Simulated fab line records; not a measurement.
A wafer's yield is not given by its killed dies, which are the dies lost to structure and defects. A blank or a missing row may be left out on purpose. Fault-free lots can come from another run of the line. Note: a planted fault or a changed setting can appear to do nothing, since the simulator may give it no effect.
Struck lot and sound lot, side by side + flow sky130 + 17 steps out of a route of 708
Sound: these wafers, L771.2, L771.4, L771.6. Struck: wafers L776.1, L776.4, L776.6. The cause comes at the end.
Order at every step that has rows: each side's tool, ch and its chambers, its first start. Under that, the readings that differ: sound wafers + struck wafers + difference of the means + sigmas: that difference in standard deviations of wafers without a fault.
alike: a reading whose means differ by less than 2 such deviations, as well as words and numbers matching on both sides. not compared: withheld readings; readings where some wafer has no value; bounds like >300 that might hide an equal value; numbers whose values overlap and for which the record gives no deviation.
A row with sigmas, a row that says differs or no value, or rows on one side alone: a step with any of these is where the two part. When numbers do not overlap yet have no deviation, they are printed without sigmas and do not part them. A reading that every wafer of one side lacks parts them only if that side has two wafers or more.

first, 1 step without rows for these wafers: SKY_VT_ADJUST_NCORE_IMPLANT_09.
SKY_VT_ADJUST_NCORE_STRIP_10: strips in O2/N2.
  sound on plasma-asher-03 ch 0,1, day 10 03:45; struck on plasma-asher-03 ch 0,1, day 11 22:00
  alike: drypump-motor-current-A, n2-flow-sccm, oes-product-au, strip-time-to-endpoint-s
  not compared: rf-hours-counter-h
SKY_VT_ADJUST_NCORE_TW_MEAS_11:
  sound on film-metro-01 at day 10 03:52; struck on film-metro-04 at day 11 22:06
  alike: VT_ADJUST_NCORE_TW
then, 7 steps without rows for these wafers: SKY_VT_ADJUST_HVTR_DEHYDRATE_00 (time 60 s); SKY_VT_ADJUST_HVTR_HMDS_01 (prime time 60 s); SKY_VT_ADJUST_HVTR_COAT_02 (resist thk 1140 nm); SKY_VT_ADJUST_HVTR_SOFTBAKE_03 (time 60 s); SKY_VT_ADJUST_HVTR_EXPOSE_04 (exposes mask HVTRM, target cd 380 nm); SKY_VT_ADJUST_HVTR_PEB_05; SKY_VT_ADJUST_HVTR_DEVELOP_06 (develop time 60 s).
SKY_VT_ADJUST_HVTR_CD_MEAS_07: target cd 380 nm.
  sound on cd-sem-01 at day 11 02:41; struck on cd-sem-02 at day 12 22:22
  alike: cd-nm
SKY_VT_ADJUST_HVTR_OVL_MEAS_08:
  sound on overlay-01 at day 11 02:47; struck on overlay-01 at day 12 22:29
  alike: VT_ADJUST_HVTR_OVL
SKY_VT_ADJUST_HVTR_IMPLANT_09:
  sound on implanter-02 ch 0, day 11 02:50; struck on implanter-03 ch 0, day 12 22:31
| reading            | sound                            | struck                        | difference | sigmas      |
|--------------------|----------------------------------|-------------------------------|------------|-------------|
| dose-ions-cm2      | 2.0983e+12 2.0997e+12 2.0991e+12 | 9.056e+11 8.957e+11 9.005e+11 | -1.198e+12 | -99 or more |
| faraday-current-uA | 11.89 12.00 11.99                | 4.90 5.27 5.09                | -6.87      | -33         |
SKY_VT_ADJUST_HVTR_STRIP_10: strips in O2/N2.
  sound on plasma-asher-03 ch 0, day 11 02:58; struck on plasma-asher-02 ch 0,1, day 12 22:40
| reading                     | sound       | struck      | difference | sigmas |
|-----------------------------|-------------|-------------|------------|--------|
| drypump-motor-current-A (A) | 4.8 4.8 4.8 | 5.8 5.8 6.0 | +1.1       | +2     |
  alike: n2-flow-sccm, oes-product-au, strip-time-to-endpoint-s
  not compared: rf-hours-counter-h
SKY_VT_ADJUST_HVTR_TW_MEAS_11:
  sound on film-metro-03 at day 11 03:04; struck on film-metro-04 at day 12 22:46
| reading           | sound             | struck            | difference | sigmas |
|-------------------|-------------------|-------------------|------------|--------|
| VT_ADJUST_HVTR_TW | 212.9 211.9 211.6 | 168.3 168.6 168.1 | -43.8      | -51    |
then, 1 step without rows for these wafers: SKY_VT_ADJUST_PCH_DEHYDRATE_00 (time 60 s).
-- here the record skips 36 days between the struck wafers' starts before and after, leaving off in module VT_ADJUST_PCH and picking up in module PAD_OPEN (first step shown: number 708 of the route) --
SKY_PAD_OPEN_PROBE_99:
  sound on prober-02 at day 47 18:33; struck on prober-02 at day 48 17:15
| reading                                  | sound                   | struck                  | difference | sigmas |
|------------------------------------------|-------------------------|-------------------------|------------|--------|
| model.etest.pfet_01v8_mvt.drive-ua-um    | 147.4 147.7 144.5       | 129.1 130.1 128.9       | -17.2      |        |
| model.etest.pfet_01v8_mvt.off-log10-a-um | -11.23 -11.01 -11.1     | -12.41 -12.47 -12.44    | -1.33      |        |
| model.etest.pfet_01v8_mvt.vt-sat-v (V)   | -0.5899 -0.5893 -0.5936 | -0.7102 -0.7095 -0.7131 | -0.1200    |        |
| model.etest.pfet_01v8_mvt.vt-v (V)       | -0.6755 -0.6714 -0.676  | -0.7694 -0.7745 -0.7732 | -0.0981    |        |
| model.etest.pfet_01v8_mvt.vt-long-v (V)  | -0.8804 -0.8781 -0.8776 | -0.9658 -0.9683 -0.9667 | -0.0882    |        |
  alike: killed_at_M0_to_M3, killed_at_M4_up, killed-at-contacts, killed-at-front-end, killed-at-other, killed-dies, killed-open, killed-short

## WHERE THEY PART
At SKY_VT_ADJUST_HVTR_IMPLANT_09 first; at SKY_VT_ADJUST_HVTR_TW_MEAS_11 last (within this record only). Later steps at which nothing parts them and some readings are alike: SKY_PAD_OPEN_PROBE_99.

WHY: what had been put in by the simulator
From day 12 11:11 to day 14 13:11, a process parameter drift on implanter-03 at SKY_VT_ADJUST_HVTR_IMPLANT_09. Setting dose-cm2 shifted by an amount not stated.
